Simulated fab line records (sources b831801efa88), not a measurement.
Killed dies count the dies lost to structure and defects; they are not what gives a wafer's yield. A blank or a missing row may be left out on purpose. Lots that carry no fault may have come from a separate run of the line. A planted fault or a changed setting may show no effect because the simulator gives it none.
Check of tool commonality || flow sky130 || 11 lots, 39 wafers sampled

## WHY IT WAS OPENED
Of 11 lots, 2 have the reading VIA3_HDPCVD_THK flagged at SKY_VIA3_THK_MEAS_01. Wafers without a fault read 1635 nm, standard deviation 17.
Rule: a lot is flagged in two cases, either no wafer of it has a number, or all its wafers with numbers fall more than 4 standard deviations from that mean. As for the other lots, they are considered sound.

{"lot": "L719", "measured": "day 39 00:53", "on": "filmMetro-02", "VIA3_HDPCVD_THK (nm), wafer by wafer": "1634 1637 1626", "flag": ""}
{"lot": "L720", "measured": "day 39 10:22", "on": "filmMetro-02", "VIA3_HDPCVD_THK (nm), wafer by wafer": "1611 1628 1617", "flag": ""}
{"lot": "L721", "measured": "day 39 17:34", "on": "filmMetro-04", "VIA3_HDPCVD_THK (nm), wafer by wafer": "1647 1607 1641", "flag": ""}
{"lot": "L723", "measured": "day 40 10:58", "on": "filmMetro-03", "VIA3_HDPCVD_THK (nm), wafer by wafer": "1627 1661 1615", "flag": ""}
{"lot": "L728", "measured": "day 42 13:26", "on": "filmMetro-04", "VIA3_HDPCVD_THK (nm), wafer by wafer": "1260 1300 1257 1261 1299 1258", "flag": "FLAGGED"}
{"lot": "L730", "measured": "day 42 19:02", "on": "filmMetro-03", "VIA3_HDPCVD_THK (nm), wafer by wafer": "1306 1322 1286 1305 1323 1287", "flag": "FLAGGED"}
{"lot": "L731", "measured": "day 42 19:32", "on": "filmMetro-04", "VIA3_HDPCVD_THK (nm), wafer by wafer": "1645 1632 1656", "flag": ""}
{"lot": "L733", "measured": "day 43 08:37", "on": "filmMetro-02", "VIA3_HDPCVD_THK (nm), wafer by wafer": "1635 1630 1644", "flag": ""}
{"lot": "L735", "measured": "day 43 17:53", "on": "filmMetro-03", "VIA3_HDPCVD_THK (nm), wafer by wafer": "1651 1659 1663", "flag": ""}
{"lot": "L737", "measured": "day 44 05:37", "on": "filmMetro-04", "VIA3_HDPCVD_THK (nm), wafer by wafer": "1641 1623 1643", "flag": ""}
{"lot": "L741", "measured": "day 45 11:45", "on": "filmMetro-04", "VIA3_HDPCVD_THK (nm), wafer by wafer": "1642 1641 1643", "flag": ""}
On average the flagged lots' numbers are 1289 nm, which is -346 nm against the usual, or -20 standard deviations.

## EACH LOT AND THE TOOL IT RAN ON
The record holds 1 process step before the reading, out of a route of 708 steps. Read each cell as the tool, then ch plus the chambers that the sampled wafers visited, then the start.
{"lot": "L719", "flag": "", "SKY_VIA3_HDPCVD_00": "hdpcvd-02 ch 0,1, day 39 00:42"}
{"lot": "L720", "flag": "", "SKY_VIA3_HDPCVD_00": "hdpcvd-02 ch 0,1, day 39 10:13"}
{"lot": "L721", "flag": "", "SKY_VIA3_HDPCVD_00": "hdpcvd-01 ch 0,1, day 39 17:24"}
{"lot": "L723", "flag": "", "SKY_VIA3_HDPCVD_00": "hdpcvd-02 ch 0,1,2, day 40 10:47"}
{"lot": "L728", "flag": "FLAGGED", "SKY_VIA3_HDPCVD_00": "hdpcvd-01 ch 0,1,2, day 42 13:17"}
{"lot": "L730", "flag": "FLAGGED", "SKY_VIA3_HDPCVD_00": "hdpcvd-01 ch 1,2, day 42 18:50"}
{"lot": "L731", "flag": "", "SKY_VIA3_HDPCVD_00": "hdpcvd-02 ch 0,1, day 42 19:22"}
{"lot": "L733", "flag": "", "SKY_VIA3_HDPCVD_00": "hdpcvd-02 ch 0,2, day 43 08:28"}
{"lot": "L735", "flag": "", "SKY_VIA3_HDPCVD_00": "hdpcvd-02 ch 0,1,2, day 43 17:43"}
{"lot": "L737", "flag": "", "SKY_VIA3_HDPCVD_00": "hdpcvd-02 ch 0,1, day 44 05:27"}
{"lot": "L741", "flag": "", "SKY_VIA3_HDPCVD_00": "hdpcvd-02 ch 0,1,2, day 45 11:38"}
What these steps do:
- SKY_VIA3_HDPCVD_00: deposits SiO2, target thk 1635 nm, time 272.5 s.
- SKY_VIA3_THK_MEAS_01

## FLAGGED AGAINST TOTAL, ONE TOOL AT A TIME (gauges that did the reading follow at the end)
{"step": "SKY_VIA3_HDPCVD_00", "tool": "hdpcvd-01", "lots run": 3, "flagged": 2, "share of the flagged lots": "all", "sound lots run after its first flagged lot": 0}
{"step": "SKY_VIA3_HDPCVD_00", "tool": "hdpcvd-02", "lots run": 8, "flagged": 0, "share of the flagged lots": "none", "sound lots run after its first flagged lot": "-"}
{"step": "SKY_VIA3_THK_MEAS_01", "tool": "filmMetro-02", "lots run": 3, "flagged": 0, "share of the flagged lots": "none", "sound lots run after its first flagged lot": "-"}
{"step": "SKY_VIA3_THK_MEAS_01", "tool": "filmMetro-03", "lots run": 3, "flagged": 1, "share of the flagged lots": "some", "sound lots run after its first flagged lot": "1 (L735)"}
{"step": "SKY_VIA3_THK_MEAS_01", "tool": "filmMetro-04", "lots run": 5, "flagged": 1, "share of the flagged lots": "some", "sound lots run after its first flagged lot": "3 (L731,L737,L741)"}

## THE TABLE: WHAT IT ALLOWS
1 row of the table ran every flagged lot: hdpcvd-01 at SKY_VIA3_HDPCVD_00.
- hdpcvd-01 at SKY_VIA3_HDPCVD_00: 2 of its 3 lots flagged. A fault beginning between L721 (day 39 17:24), its last sound lot, and L728 (day 42 13:17), its first flagged one, fits the data. Its own readings (sih4FlowSccm) fall more than 4 standard deviations out on all wafers of the flagged lots.
Left over: one tool, hdpcvd-01 at SKY_VIA3_HDPCVD_00.

## WHAT THE SIMULATOR HAD PUT IN
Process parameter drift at SKY_VIA3_HDPCVD_00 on hdpcvd-01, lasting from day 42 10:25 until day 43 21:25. Setting sih4FlowSccm shifted by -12 from 60. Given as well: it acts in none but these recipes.
Lots struck among those shown: L728, L730. The same result came from the rule above.
